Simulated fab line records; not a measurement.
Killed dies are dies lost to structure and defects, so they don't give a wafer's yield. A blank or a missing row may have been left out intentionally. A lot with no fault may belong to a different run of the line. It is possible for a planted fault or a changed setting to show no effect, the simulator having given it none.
One fault through the eyes of 2 desks :: flow sky130 :: what lay behind the numbers comes last; until then each desk has only its own

METROLOGY DESK
What the gauges read for every lot (on any tool): the sampled wafers with a number, averaged. A lot is out of limits, marked OUT, if its mean lies more than 4 standard deviations from the usual mean; the brackets give that distance.
Columns: A = METAL3_OVL at SKY_METAL3_OVL_MEAS_14, usual 1 nm; B = VIA3_BOW at SKY_VIA3_BOW_MEAS_03, usual 79 um
lot: L898
first seen here: day 38 12:05
A: 9
B: 64

lot: L899
first seen here: day 39 02:33
A: -2
B: 87

lot: L900
first seen here: day 39 07:43
A: 4
B: 78

lot: L901
first seen here: day 39 18:46
A: -7
B: 83

lot: L903
first seen here: day 40 17:22
A: -6
B: 85

lot: L904
first seen here: day 40 23:18
A: 0
B: 81

lot: L906
first seen here: day 41 08:51
A: 14
B: 85

lot: L909
first seen here: day 42 05:25
A: 0
B: 78

lot: L912
first seen here: day 42 23:32
A: 2
B: 83

lot: L916
first seen here: day 44 02:25
A: -1
B: 74

lot: L918
first seen here: day 44 12:49
A: 2
B: 74

lot: L919
first seen here: day 44 20:50
A: 9
B: 77

lot: L920
first seen here: day 44 22:58
A: 3
B: 79

lot: L921
first seen here: day 45 03:54
A: 1
B: 78
This desk's finding: nothing out of limits on any of the 14 lots.

THE TOOL OWNER'S DESK: rie-diel-03
The tool's own readings at SKY_VIA3_ETCH_14 (etches BARC in N2/H2, stops on SiO2, time 45.9 s, target depth 60 nm): means of the sampled wafers that have a number, for each lot that ran on this tool. A lot is out of limits, marked OUT, if its mean lies more than 4 standard deviations from the usual mean; the brackets give that distance.
Columns: A = chamber-pressure-mTorr at SKY_VIA3_ETCH_14, usual 30.001 mTorr; B = drypump-motor-current-A at SKY_VIA3_ETCH_14, usual 6.0 A; C = oes-product-au at SKY_VIA3_ETCH_14, usual 0.856 a.u.; D = run-length-s at SKY_VIA3_ETCH_14, usual 74.2 s; E = throttle-valve-pct at SKY_VIA3_ETCH_14, usual 13.225 %
lot: L898
first seen here: day 39 15:23
A: 30.001
B: 5.7
C: 0.858
D: 74.4
E: 13.215

lot: L904
first seen here: day 42 01:14
A: 30.017
B: 5.9
C: 0.855
D: 74.3
E: 13.228

lot: L909
first seen here: day 43 07:17
A: 30.006
B: 5.9
C: 0.901 (+9.7) OUT
D: 66.4 (-14) OUT
E: 13.222

lot: L912
first seen here: day 44 00:40
A: 29.998
B: 6.3
C: 0.898 (+9.1) OUT
D: 66.5 (-14) OUT
E: 13.224
Finding of this desk: L909, L912 out of limits; the first was L909 at day 43 07:17, on oes-product-au at SKY_VIA3_ETCH_14. L898, L904 stayed within limits.

TAKEN TOGETHER
The tool owner's desk had the chance to raise an alarm at day 43 07:17 on L909, L912.
At the metrology desk, nothing out of limits was observed.
The metrology desk has L909, L912 on record, within its limits.
All the named lots went through SKY_VIA3_ETCH_14 on rie-diel-03.

WHAT THE SIMULATOR HAD INSERTED
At SKY_VIA3_ETCH_14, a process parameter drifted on rie-diel-03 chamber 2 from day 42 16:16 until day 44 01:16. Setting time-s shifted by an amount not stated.
Lots struck among those shown: L909, L912.
Time in hours from fault onset to the first out-of-limits reading at each desk: the tool owner's desk, 15.
